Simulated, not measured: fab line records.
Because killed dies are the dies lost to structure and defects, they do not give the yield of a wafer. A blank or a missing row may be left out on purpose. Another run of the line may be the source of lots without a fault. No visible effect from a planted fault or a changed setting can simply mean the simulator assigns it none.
Problem report in the 8D (eight disciplines) form, filled by code -- flow sky130 -- the parts of the form that need people (team, actions taken, sign-off) are left out

1. WHAT WENT WRONG
Mean of oes product au at SKY_VIA3_ETCH_15: 0.900 a.u. across 9 wafers in 3 lots; on wafers with no fault it is 0.947 a.u. (standard deviation 0.0043). Measured from the usual mean, that is -11 standard deviations.
The step: etches SiO2 in C4F8/O2/Ar, stops on TiN, target depth 507 nm, time 78 s.
First seen on wafer L715.1, day 41 16:03, on rie diel-03. The record holds 36 wafers of 12 lots with a number at this step. By rule, "out" or "out of limits" means more than 4 standard deviations away from the usual mean. The other wafers with a number count as sound.

2. WHAT THIS IS AND IS NOT
question,is,is not
which readings at this step,oes product au,-
which lots,"L713, L714, L715","L710, L722, L725, L726, L727, L728, L729, L730, L731"
which wafers of those lots,all that have a number,-
read on which tools,rie diel-03,"rie diel-01, rie diel-04"
when,from day 41 16:03,"up to then (3 sound wafers); but 24 sound wafers of L722, L725, L726, L727, L728, L729, L730, L731 came after"

3. WHAT RULES OUT EACH SUSPECT
Counting: a tool at a process step up to the reading stays a suspect if it ran every lot that is out and no sound lot after the first of them.
- rie diel-03 at SKY_VIA3_ETCH_15 (etches SiO2 in C4F8/O2/Ar, stops on TiN, target depth 507 nm, time 78 s): ruled out as a lasting fault. Following L715 (day 41 16:03), the first lot on it that is out, the sound lots L726, L728, L731 were run on it.
Left after counting: nothing in the record.

4. THE CAUSE (what the simulator had put in)
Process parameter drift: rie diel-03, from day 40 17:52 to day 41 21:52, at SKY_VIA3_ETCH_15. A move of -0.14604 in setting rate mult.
Counting ruled it out, wrongly.

5. THE EFFECT CHAIN, in route order
Rows list readings where the struck wafers' mean (over those with a number) sits beyond 3 standard deviations from the usual. Scope: only readings with a usual standard deviation given in the record; hours: median across lots of the time from each lot's start at the first step in this table that gives one to its start at this step; sigmas: change in usual standard deviations.
hours,step,reading,usual,on struck wafers,change,sigmas
0,SKY_VIA3_ETCH_15,oes product au,0.947 a.u.,0.900,-0.047,-11
0,SKY_VIA3_STRIP_16,strip time to endpoint s,4.135 s,4.305,+0.170,+6.3
139,SKY_PAD_OPEN_PROBE_99,defect limited yield,82.9 %,30.3,-52.6,-26
139,SKY_PAD_OPEN_PROBE_99,killed_at_M0_to_M3,42,300,+258,+35
139,SKY_PAD_OPEN_PROBE_99,killed dies,84,343,+259,+26
139,SKY_PAD_OPEN_PROBE_99,killed on rim,17,83,+66,+17
It contains these process steps:
- SKY_VIA3_ETCH_15: etches SiO2 in C4F8/O2/Ar, stops on TiN, target depth 507 nm, time 78 s.
- SKY_VIA3_STRIP_16: strips in O2/N2.
- SKY_PAD_OPEN_PROBE_99
Later steps that measure or inspect, where all struck wafers having a row at the step show a number for every such reading and not one has moved that far: SKY_CAP2M_RS_MEAS_03.

6. WHAT WOULD HAVE CAUGHT IT SOONER
In this record no reading fell out of limits until day 41 16:03, 22 hours after the fault had begun at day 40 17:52.
